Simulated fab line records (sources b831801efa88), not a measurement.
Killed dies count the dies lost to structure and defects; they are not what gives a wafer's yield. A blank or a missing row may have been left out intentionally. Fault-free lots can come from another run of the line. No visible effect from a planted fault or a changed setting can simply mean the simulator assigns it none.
The same fault as seen by 2 desks | flow sky130 | each desk holds nothing but its own numbers, with what lay behind them at the end

FOR THE TOOL OWNER'S DESK: cmp-01
The tool's own readings at SKY_LI_CONTACT_CMP_24 (polishes, stops on PSG, t overpolish 20 s, target thk 0 nm): means of the sampled wafers that have a number, for each lot that ran on this tool. Any lot whose mean is over 4 standard deviations away from the usual mean is out of limits and marked OUT; that distance is given in the brackets.
Columns: A = motor current A at SKY_LI_CONTACT_CMP_24, usual 10.8 A; B = overpolish run s at SKY_LI_CONTACT_CMP_24, usual 20.000 s; C = slurry flow ml min at SKY_LI_CONTACT_CMP_24, usual 150.0; D = time to endpoint s at SKY_LI_CONTACT_CMP_24, usual 97 s
lot  | first seen here | A    | B      | C     | D
L601 | day 30 01:02    | 11.3 | 19.995 | 149.8 | 99
L603 | day 30 15:19    | 10.9 | 19.998 | 149.8 | 92
L604 | day 30 18:22    | 11.3 | 19.997 | 150.0 | 95
L608 | day 32 07:37    | 10.3 | 20.005 | 149.4 | 99
L610 | day 32 20:20    | 10.6 | 20.000 | 149.8 | 96
L611 | day 33 08:38    | 10.3 | 19.999 | 150.3 | 94
L614 | day 34 05:54    | 9.6  | 20.006 | 149.9 | 74 (-6.5) OUT
L616 | day 34 22:55    | 10.5 | 20.005 | 150.3 | 54 (-12) OUT
L618 | day 35 13:37    | 13.0 | 20.001 | 150.3 | 105
This desk's finding: out of limits on L614, L616; first on L614, day 34 05:54 (time to endpoint s at SKY_LI_CONTACT_CMP_24). Within limits: L601, L603, L604, L608, L610, L611, L618.

AT THE METROLOGY DESK
Means of the sampled wafers that have a number, per lot and without regard to the tool the lot ran on: this is what the gauges read. Any lot whose mean is over 4 standard deviations away from the usual mean is out of limits and marked OUT; that distance is given in the brackets.
Columns: A = LI_CONTACT_HDPCVD_THK at SKY_LI_CONTACT_THK_MEAS_01, usual 932 nm; B = CONTACT_CVD_00_THK at SKY_CONTACT_THK_MEAS_01, usual 74.9 nm; C = CONTACT_BOW at SKY_CONTACT_BOW_MEAS_05, usual 82 um
lot  | first seen here | A   | B    | C
L599 | day 27 22:21    | 932 | 75.8 | 76
L600 | day 28 01:58    | 928 | 75.3 | 87
L601 | day 28 19:32    | 931 | 74.4 | 86
L602 | day 28 22:10    | 922 | 76.0 | 76
L603 | day 29 09:13    | 922 | 75.7 | 78
L604 | day 29 12:34    | 918 | 75.8 | 80
L608 | day 31 02:54    | 922 | 74.6 | 94
L610 | day 31 15:28    | 925 | 74.7 | 76
L611 | day 32 04:19    | 927 | 75.5 | 86
L614 | day 33 02:29    | 940 | 73.3 | 82
L613 | day 33 03:16    | 933 | 75.5 | 80
L616 | day 33 18:53    | 942 | 74.8 | 94
L618 | day 34 10:14    | 936 | 75.2 | 76
L622 | day 35 20:01    | 930 | 74.9 | 86
This desk found nothing out of limits on any of the 14 lots.

ALL TOGETHER
On L614, L616, at day 34 05:54, an alarm was possible from the tool owner's desk.
From the metrology desk's view, nothing was out of limits.
The metrology desk holds a record of L614, L616, inside its limits.
On cmp-01, each named lot ran SKY_LI_CONTACT_CMP_24.

WHAT WAS PUT IN BY THE SIMULATOR
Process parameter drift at SKY_LI_CONTACT_CMP_24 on cmp-01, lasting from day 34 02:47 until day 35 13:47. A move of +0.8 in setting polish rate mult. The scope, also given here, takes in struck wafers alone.
Shown lots that were struck: L614, L616.
Time in hours from fault onset to the first out-of-limits reading at each desk: the tool owner's desk, 3.
